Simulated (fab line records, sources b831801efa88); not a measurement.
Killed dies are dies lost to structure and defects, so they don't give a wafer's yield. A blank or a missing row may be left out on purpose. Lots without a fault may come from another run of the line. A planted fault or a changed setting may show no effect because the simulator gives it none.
Chamber matching | flow gf180mcu | GF_V2_CMP_26 on cmp-02: 4 sister chambers
The step polishes, stops on SiO2, t overpolish 15 s, target thk 0 nm. 4 wafers are shown with their chamber, then 8 later ones without.

WAFERS WITH THEIR CHAMBER
wafer  | chamber | motor_current_A (A)
L205.3 | 0       | 11.2
L215.2 | 2       | 11.6
L215.5 | 3       | 11.0
L218.2 | 1       | 10.5

WAFERS WITHOUT THEIR CHAMBER
wafer  | motor_current_A (A)
L218.3 | 11.7
L218.6 | 10.8
L219.3 | 12.1
L219.5 | 11.0
L219.6 | 10.8
L220.1 | 10.4
L220.4 | 10.9
L220.5 | 11.7

WHICH CHAMBER EACH WENT THROUGH
wafer  | from the rows above          | in truth
L218.3 | can't be placed: 2 or 0      | 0
L218.6 | can't be placed: 3 or 1 or 0 | 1
L219.3 | can't be placed: 2 or 0      | 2
L219.5 | can't be placed: 3 or 0      | 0
L219.6 | can't be placed: 3 or 1 or 0 | 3
L220.1 | 1                            | 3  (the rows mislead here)
L220.4 | can't be placed: 3 or 0 or 1 | 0
L220.5 | can't be placed: 2 or 0      | 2
Placed correctly: 0 of 8. Can't be placed from these rows: 7 (the true chamber is among the candidates in 7). Placed wrongly: 1.
How it was worked out, from the rows above alone: a wafer's distance from a chamber is the root of the sum, over the readings, of the square of ((its reading less the chamber's mean) divided by the reading's scatter). The wafer belongs to the nearest chamber; if the next one is less than 2 further off, it can't be placed. A chamber's mean is the mean of its shown wafers. The scatter: with one shown wafer a chamber, the root of the mean of the squares of how far each hidden wafer lies from its nearest shown one.
